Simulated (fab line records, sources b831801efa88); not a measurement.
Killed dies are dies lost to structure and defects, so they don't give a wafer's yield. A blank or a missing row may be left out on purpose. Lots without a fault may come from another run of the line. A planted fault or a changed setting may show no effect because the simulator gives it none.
A struck lot beside a sound one | flow sky130 | 15 steps out of a route of 708
Sound: wafers L526.1, L526.2, L526.4. Struck: wafer L535.4. (L535.2 of the same lot was not struck and is left out.) The cause comes at the end.
At each step with rows: each side's tool, then ch and its chambers, then its first start. Under that, the readings that differ: sound wafers | struck wafers | difference of the means | sigmas: that difference in standard deviations of wafers without a fault.
alike: readings whose means differ by less than 2 such deviations, and words and numbers that are the same on both sides. not compared: withheld readings, readings that some wafer has no value for, bounds like >300 that may hide the same value, and numbers for which the record gives no deviation and whose values overlap.
The two part at a step that has a row with sigmas, a row that says differs or no value, or rows on one side only. Numbers that don't overlap but have no deviation are shown without sigmas and don't part them. A reading that every wafer of one side lacks parts them only if that side has two wafers or more.

SKY_VIA3_ETCH_14: etches BARC in N2/H2, stops on SiO2, time 45.9 s, target depth 60 nm.
  sound on rie_diel-03 ch 0,1,2, day 42 11:06; struck on rie_diel-01 ch 0, day 44 17:30
  reading                | sound    | struck | difference | sigmas
  rf_hours_counter_h (h) | 16 23 16 | 15     | -3         |
  alike: chamber_pressure_mTorr, drypump_motor_current_A, oes_product_au, throttle_valve_pct
SKY_VIA3_ETCH_15: etches SiO2 in C4F8/O2/Ar, stops on TiN, target depth 507 nm, time 78 s.
  sound on rie_diel-03 ch 0,1,2, day 42 11:08; struck on rie_diel-01 ch 0, day 44 17:33
  reading               | sound             | struck | difference | sigmas
  oes_product_au (a.u.) | 0.944 0.951 0.938 | 0.924  | -0.020     | -4
  alike: chamber_pressure_mTorr
SKY_VIA3_STRIP_16: strips in O2/N2.
  sound on plasma_asher-02 ch 0,1, day 42 11:12; struck on plasma_asher-03 ch 0, day 44 17:37
  reading                     | sound       | struck | difference | sigmas
  drypump_motor_current_A (A) | 6.3 6.4 6.3 | 5.3    | -1.0       | -2
  alike: chamber_pressure_mTorr, oes_product_au, strip_time_to_endpoint_s
  not compared: rf_hours_counter_h
then, 4 steps without rows for these wafers: SKY_VIA3_STRIP_17 (strips in post etch residue remover, time 1200 s); SKY_VIA3_CLEAN_18 (cleans in IPA, time 180 s); SKY_VIA3_CLEAN_19 (cleans in O3/DIW); SKY_VIA3_SPUTTER_20 (material TiN, target thk 20 nm, time 80 s).
SKY_VIA3_CVD_21: deposits W, target thk 390 nm, time 117.31 s.
  sound on cvd_w-02 ch 0,1, day 42 12:04; struck on cvd_w-02 ch 0, day 44 18:17
  alike: heater_power_w
SKY_VIA3_RS_MEAS_22: measures by four-point-probe.
  sound on film_metro-04, day 42 12:11; struck on film_metro-04, day 44 18:26
  alike: VIA3_W_RS
SKY_VIA3_THK_MEAS_23: measures by xrf.
  sound on film_metro-04, day 42 12:19; struck on film_metro-04, day 44 18:32
  alike: VIA3_W_THK
then, 2 steps without rows for these wafers: SKY_VIA3_CMP_24 (polishes, stops on SiO2, t overpolish 20 s, target thk 0 nm); SKY_METAL4_SPUTTER_00 (material Ti, target thk 15 nm, time 10 s).
SKY_METAL4_SPUTTER_01: material TiN, target thk 20 nm, time 16.7 s.
  sound on pvd_sputter-04, day 42 13:05; struck on pvd_sputter-04, day 44 18:55
  reading                                    | sound             | struck | difference | sigmas
  model.TiN_of_METAL4_SPUTTER_01.thk_nm (nm) | 19.75 19.95 20.17 | 21.59  | +1.63      |
  alike: cathode_dc_power_W, throttle_valve_pct
SKY_METAL4_SPUTTER_02: material AlCu, target thk 735 nm, time 39.1 s.
  sound on pvd_sputter-04, day 42 13:07; struck on pvd_sputter-04, day 44 18:56
  alike: cathode_dc_power_W, throttle_valve_pct
SKY_PAD_OPEN_PROBE_99:
  the record has rows for the sound wafers here (prober-01, day 48 06:04) and none for the struck ones

WHERE THEY PART
First at SKY_VIA3_ETCH_15; last, within this record, at SKY_PAD_OPEN_PROBE_99.

WHY: what the simulator had put in
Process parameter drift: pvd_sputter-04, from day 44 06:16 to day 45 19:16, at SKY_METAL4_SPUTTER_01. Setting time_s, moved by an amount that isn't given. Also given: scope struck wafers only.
